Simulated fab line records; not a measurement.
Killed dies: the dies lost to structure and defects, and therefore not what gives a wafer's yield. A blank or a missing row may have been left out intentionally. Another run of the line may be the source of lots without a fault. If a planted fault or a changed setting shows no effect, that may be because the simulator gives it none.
Which tool is to blame?    flow sky130    11 lots, 33 wafers sampled, at 4 steps of a route of 708

WHAT THE GAUGES READ, wafer by wafer
SKY_METAL5_THK_MEAS_06: measures by xrf.
lot   measured      on             METAL5_ALCU_THK (nm)
L882  day 42 20:43  film_metro-04  1215 1203 1210
L883  day 43 06:48  film_metro-03  1175 1179 1184
L884  day 43 09:23  film_metro-03  1187 1197 1191
L886  day 44 02:08  film_metro-02  1186 1215 1204
L888  day 44 15:53  film_metro-02  1186 1192 1180
L889  day 45 00:11  film_metro-03  1210 1209 1201
L890  day 45 18:40  film_metro-02  1201 1194 1192
L891  day 45 20:22  film_metro-03  1191 1177 1185
L896  day 47 14:05  film_metro-02  1179 1161 1170
L900  day 47 21:10  film_metro-04  1276 1252 1265
L901  day 48 00:08  film_metro-03  1265 1273 1255

TOOL THAT RAN EACH LOT (tool first, then ch and the chambers of the sampled wafers, then the start)
lot   SKY_VIA4_CVD_18                SKY_METAL5_SPUTTER_03         SKY_METAL5_SPUTTER_04
L882  cvd_w-01 ch 0,1, day 42 19:50  pvd_sputter-01, day 42 20:31  pvd_sputter-01, day 42 20:32
L883  cvd_w-02 ch 0,1, day 43 05:50  pvd_sputter-03, day 43 06:37  pvd_sputter-03, day 43 06:38
L884  cvd_w-01 ch 0,1, day 43 08:27  pvd_sputter-01, day 43 09:11  pvd_sputter-01, day 43 09:12
L886  cvd_w-01 ch 0,1, day 44 01:13  pvd_sputter-03, day 44 01:56  pvd_sputter-03, day 44 01:58
L888  cvd_w-01 ch 0,1, day 44 15:00  pvd_sputter-04, day 44 15:41  pvd_sputter-04, day 44 15:42
L889  cvd_w-01 ch 0,1, day 44 23:16  pvd_sputter-03, day 44 23:59  pvd_sputter-03, day 45 00:01
L890  cvd_w-02 ch 0,1, day 45 17:44  pvd_sputter-04, day 45 18:28  pvd_sputter-04, day 45 18:29
L891  cvd_w-02 ch 0,1, day 45 19:17  pvd_sputter-04, day 45 20:10  pvd_sputter-04, day 45 20:11
L896  cvd_w-01 ch 0,1, day 47 08:38  pvd_sputter-04, day 47 13:53  pvd_sputter-04, day 47 13:54
L900  cvd_w-02 ch 0,1, day 47 17:28  pvd_sputter-03, day 47 20:57  pvd_sputter-03, day 47 20:58
L901  cvd_w-01 ch 0,1, day 47 22:12  pvd_sputter-03, day 47 23:57  pvd_sputter-03, day 47 23:58
- SKY_VIA4_CVD_18: deposits W, target thk 505 nm, time 152.14 s.
- SKY_METAL5_SPUTTER_03: material Ti, target thk 5 nm, time 3.3 s.
- SKY_METAL5_SPUTTER_04: material TiN, target thk 70 nm, time 58.3 s.

THE ANSWER, worked out from the rows above alone
Rule: the usual values come from the lots themselves. Put in order of their means at a reading, lots are off if they are a third of the lots or fewer, leave a main group of 4 or more, and stand apart from it by a gap of 3 or more times the standard deviation of the main group's means; of several such gaps the widest counts. A main group is skipped when, at the precision printed for the reading in the tables above, its means are all equal. Also off: a lot with no number at a reading for which 4 or more lots have one. Where the step has rows for the other lots, those lots are counted as sound.
Off: at SKY_METAL5_THK_MEAS_06 (METAL5_ALCU_THK), L900, L901. The main group has a mean of 1192 nm with a standard deviation of 12.
If a tool, at a process step before that reading, ran all the lots that are off and no sound lot after the first of them, it fits. Gauges at SKY_METAL5_THK_MEAS_06: tried the same way as those tools. One fits: pvd_sputter-03 at SKY_METAL5_SPUTTER_03 and SKY_METAL5_SPUTTER_04. At SKY_METAL5_SPUTTER_03 its last sound lot is L889 (day 44 23:59), its first lot that is off L900 (day 47 20:57): a fault that began between those two fits.

WHAT THE SIMULATOR HAD INSERTED
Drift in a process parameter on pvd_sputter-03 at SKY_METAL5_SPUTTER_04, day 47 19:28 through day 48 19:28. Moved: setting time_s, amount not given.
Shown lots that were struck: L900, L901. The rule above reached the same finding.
